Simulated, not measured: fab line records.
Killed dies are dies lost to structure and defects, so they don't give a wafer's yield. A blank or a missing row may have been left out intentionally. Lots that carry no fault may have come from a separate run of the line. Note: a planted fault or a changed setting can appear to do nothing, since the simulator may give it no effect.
One fault seen from 2 desks :: flow gf180mcu :: what lay behind the numbers comes last; until then each desk has only its own

## FOR THE TOOL OWNER'S DESK: cvd w-01
The tool's own readings at GF_V2_CVD_23 (deposits W, target thk 350 nm, time 104.94 s): means of the sampled wafers that have a number, for each lot that ran on this tool. If a lot's mean is further than 4 standard deviations from the usual mean, the lot is out of limits and carries the mark OUT (the distance appears in the brackets).
Columns: A = heater power w at GF_V2_CVD_23, usual 827 W
lot: L434
first seen here: day 20 06:21
A: 818

lot: L435
first seen here: day 20 13:25
A: 815

lot: L445
first seen here: day 24 07:35
A: 807

lot: L455
first seen here: day 27 10:12
A: 821
This desk found nothing out of limits on any of the 4 lots.

## METROLOGY DESK
Means of the sampled wafers that have a number, per lot and without regard to the tool the lot ran on: this is what the gauges read. If a lot's mean is further than 4 standard deviations from the usual mean, the lot is out of limits and carries the mark OUT (the distance appears in the brackets).
Columns: A = cd nm at GF_V2_CD_MEAS_14, usual 260.1 nm; B = V2_OVL at GF_V2_OVL_MEAS_15, usual -1 nm; C = V2_W_RS at GF_V2_RS_MEAS_24, usual 0.3286 ohm/sq; D = V2_W_THK at GF_V2_THK_MEAS_25, usual 352 nm
lot: L434
first seen here: day 20 05:26
A: 258.5
B: -4
C: 0.3291
D: 351

lot: L435
first seen here: day 20 12:29
A: 262.6
B: -2
C: 0.3242
D: 356

lot: L445
first seen here: day 24 06:38
A: 260.0
B: 0
C: 0.3296
D: 348

lot: L448
first seen here: day 25 10:18
A: 259.5
B: 3
C: 0.3273
D: 352

lot: L455
first seen here: day 27 09:14
A: 258.5
B: 1
C: 0.3354
D: 342
This desk found nothing out of limits on any of the 5 lots.

## PUT TOGETHER
The tool owner's desk saw nothing out of limits.
Metrology desk: nothing out of limits seen.

## WHAT THE SIMULATOR HAD PUT IN
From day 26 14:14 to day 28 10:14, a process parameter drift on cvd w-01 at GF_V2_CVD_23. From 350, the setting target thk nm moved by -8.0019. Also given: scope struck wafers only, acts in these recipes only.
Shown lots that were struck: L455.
